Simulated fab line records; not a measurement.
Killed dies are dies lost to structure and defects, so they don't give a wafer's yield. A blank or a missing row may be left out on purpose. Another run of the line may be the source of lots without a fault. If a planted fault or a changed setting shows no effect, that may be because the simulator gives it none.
Code-filled problem report in 8D (eight disciplines) form ; flow sfq-line ; the parts of the form that need people (team, actions taken, sign-off) are left out

## 1. WHAT IS WRONG
Wafers without a fault read 199.9 nm, standard deviation 0.87; thk-nm at SFQ_TRILAYER_I7_METRO_MEASURE_185 reads a mean of 221.0 nm on 3 wafers belonging to 2 lots. That is +24 standard deviations from the usual mean.
First seen on wafer L653.5, day 73 06:40, on film-metro-02. The record has a number at this step for 42 wafers belonging to 14 lots. Rule for "out" (also "out of limits"): further than 4 standard deviations from the usual mean. The other wafers with a number count as sound.

## 2. WHAT IT IS AND WHAT IT IS NOT
question;is;is not
which readings at this step;thk-nm;-
which lots;L653, L654;L646, L647, L648, L650, L651, L661, L662, L663, L664, L666, L667, L668
which wafers of those lots;L653.5, L654.4, L654.6;L653.1, L653.6, L654.1
read on which tools;film-metro-02;film-metro-01, film-metro-03
when;from day 73 06:40;"up to then (17 sound wafers); but 22 sound wafers of L654, L661, L662, L663, L664, L666, L667, L668 came after"

## 3. SUSPECTS, AND WHAT RULES EACH OUT
Counting: a tool at a process step up to the reading stays a suspect if it ran every lot that is out. Sound lots after the first of them don't rule it out here, since some wafers of a struck lot are sound.
- cmp-01 at SFQ_TRILAYER_I7_CMP_CMP_184 (polishes SiO2): kept. It ran every lot that is out, first L653 (day 73 03:33); its last sound lot up to then is L651 (day 71 03:57).
- film-metro-02 at SFQ_TRILAYER_I7_METRO_MEASURE_185: kept. It ran every lot that is out, first L653 (day 73 06:40); its last sound lot up to then is L651 (day 71 06:34). Out on those wafers are its own readings of thk-nm.
- In cmp-01 at SFQ_TRILAYER_I7_CMP_CMP_184, the wafers that are out were processed in chamber 0 and their sound lot-mates in chambers 2, 3.
Remaining after the count are cmp-01 at SFQ_TRILAYER_I7_CMP_CMP_184 and film-metro-02 at SFQ_TRILAYER_I7_METRO_MEASURE_185.

## 4. THE CAUSE (what the simulator had put in)
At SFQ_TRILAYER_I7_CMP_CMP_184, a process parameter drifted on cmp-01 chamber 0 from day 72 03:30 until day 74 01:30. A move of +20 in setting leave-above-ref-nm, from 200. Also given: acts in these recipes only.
Counting leaves 2 suspects; this tool is one of them.

## 5. THE EFFECT CHAIN, in route order
Rows list readings where the struck wafers' mean (over those with a number) sits beyond 3 standard deviations from the usual. Scope: only readings with a usual standard deviation given in the record; hours: median across lots of the time from each lot's start at the first step in this table that gives one to its start at this step; sigmas: change in usual standard deviations.
hours;step;reading;usual;on struck wafers;change;sigmas
0;SFQ_TRILAYER_I7_METRO_MEASURE_185;thk-nm;199.9 nm;221.0;+21.1;+24
5;SFQ_TRILAYER_I7_VIA_ETCH_VIA_ETCH_190;oes-product-au;0.854 a.u.;0.903;+0.049;+10
Here are the process steps it includes:
- SFQ_TRILAYER_I7_METRO_MEASURE_185
- SFQ_TRILAYER_I7_VIA_ETCH_VIA_ETCH_190: etches SiO2 in CHF3, stops on Nb, target depth 260 nm.

## 6. WHAT WOULD HAVE CAUGHT IT SOONER
In this record the first reading out of limits was taken at day 73 06:40, 27 hours after the fault began at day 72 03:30.
Of the tool readings at SFQ_TRILAYER_I7_CMP_CMP_184 for which the record gives a usual standard deviation, none was out on any struck wafer, so an alarm limit of 4 standard deviations on them would not have fired.
Of the lots that are out (2), L654 began SFQ_TRILAYER_I7_CMP_CMP_184 on cmp-01 after day 73 06:40. Had the tool been put on hold then, it would have been spared.
